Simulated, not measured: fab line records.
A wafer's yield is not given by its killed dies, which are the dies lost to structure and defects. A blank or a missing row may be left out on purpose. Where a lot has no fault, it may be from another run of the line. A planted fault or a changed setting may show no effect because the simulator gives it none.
Which of the tools did it?	flow sky130	at 1 step of a route of 708, 12 lots with 36 wafers sampled

## WHAT EACH GAUGE READ, for each wafer
SKY_VT_ADJUST_LVTN_TW_MEAS_21.
lot	measured	on	VT_ADJUST_LVTN_2_TW
L075	day 8 03:44	film metro-02	186.1 184.9 186.1
L077	day 8 15:01	film metro-01	185.5 185.0 184.4
L079	day 9 04:42	film metro-01	185.1 184.8 185.5
L081	day 9 17:18	film metro-01	184.1 184.9 184.4
L084	day 10 11:28	film metro-02	186.3 186.1 186.4
L085	day 10 18:59	film metro-01	185.8 187.6 186.7
L087	day 11 09:11	film metro-03	188.5 188.1 188.9
L089	day 11 21:49	film metro-01	187.9 186.8 185.8
L091	day 12 14:38	film metro-02	186.4 187.2 186.8
L093	day 13 03:37	film metro-02	186.8 185.7 186.7
L095	day 13 11:32	film metro-01	185.3 185.5 184.5
L097	day 14 03:14	film metro-01	185.5 185.1 184.1

## WHAT TOOL EACH LOT RAN ON (gives the tool, then ch and the chambers of the sampled wafers, and finally the start)
Before these readings, the record contains no process step.

## THE ANSWER, worked out from the rows above alone
Rule: what is usual is taken from the lots themselves. The widest of any qualifying gaps counts: lots, ordered by their means at a reading, are off when they make up no more than a third of the lots, leave a main group of 4 or more, and stand apart from it by 3 or more times the standard deviation of that group's means. If all means in a main group match to the digits the tables above print for the reading, that group is not used. A lot without any number at a reading at which 4 lots or more have one is off too. The other lots that the step has rows for count as sound.
No lot is off on any of the readings shown, so nothing can be concluded from this.

## WHAT HAD BEEN PUT IN BY THE SIMULATOR
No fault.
